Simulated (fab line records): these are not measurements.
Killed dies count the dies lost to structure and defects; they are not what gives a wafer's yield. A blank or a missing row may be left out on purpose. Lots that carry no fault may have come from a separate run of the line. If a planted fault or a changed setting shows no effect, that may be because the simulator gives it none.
Chamber matching / flow sky130 / SKY_VIA4_CMP_21 on cmp-01 has 4 sister chambers
The step polishes, stops on SiO2, t overpolish 25 s, target thk 0 nm. 4 wafers are shown with their chamber, then 10 later ones without.

== WAFERS, EACH WITH ITS CHAMBER ==
wafer=L087.1; chamber=0; motor_current_A (A)=9.5
wafer=L087.4; chamber=1; motor_current_A (A)=11.1
wafer=L088.1; chamber=3; motor_current_A (A)=11.3
wafer=L088.4; chamber=2; motor_current_A (A)=10.4

== WAFERS WHOSE CHAMBER IS MISSING ==
wafer=L088.6; motor_current_A (A)=11.8
wafer=L090.1; motor_current_A (A)=9.4
wafer=L090.5; motor_current_A (A)=11.1
wafer=L090.6; motor_current_A (A)=10.1
wafer=L094.2; motor_current_A (A)=10.3
wafer=L094.3; motor_current_A (A)=9.2
wafer=L094.4; motor_current_A (A)=11.6
wafer=L095.2; motor_current_A (A)=10.4
wafer=L095.3; motor_current_A (A)=9.3
wafer=L095.4; motor_current_A (A)=11.4

== EACH ONE'S CHAMBER ==
wafer=L088.6; from the rows above=can't be placed: 3 or 1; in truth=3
wafer=L090.1; from the rows above=0; in truth=0
wafer=L090.5; from the rows above=can't be placed: 1 or 3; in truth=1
wafer=L090.6; from the rows above=can't be placed: 2 or 0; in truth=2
wafer=L094.2; from the rows above=2; in truth=2
wafer=L094.3; from the rows above=0; in truth=0
wafer=L094.4; from the rows above=can't be placed: 3 or 1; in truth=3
wafer=L095.2; from the rows above=2; in truth=2
wafer=L095.3; from the rows above=0; in truth=0
wafer=L095.4; from the rows above=can't be placed: 3 or 1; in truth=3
Correctly placed: 5 of 10. From these rows, 5 cannot be placed; in 5 the true chamber is one of the candidates. Wrongly placed: 0.
How it was worked out, from the rows above alone: a wafer's distance from a chamber is the root of the sum, over the readings, of the square of ((its reading less the chamber's mean) divided by the reading's scatter). If the next closest chamber is less than 2 further off than the closest, the wafer can't be placed; otherwise it belongs to the closest. For every chamber, the mean is computed from those of its wafers that are shown. The scatter: root of mean squared gap, hidden wafer to nearest shown wafer, with one shown wafer a chamber.
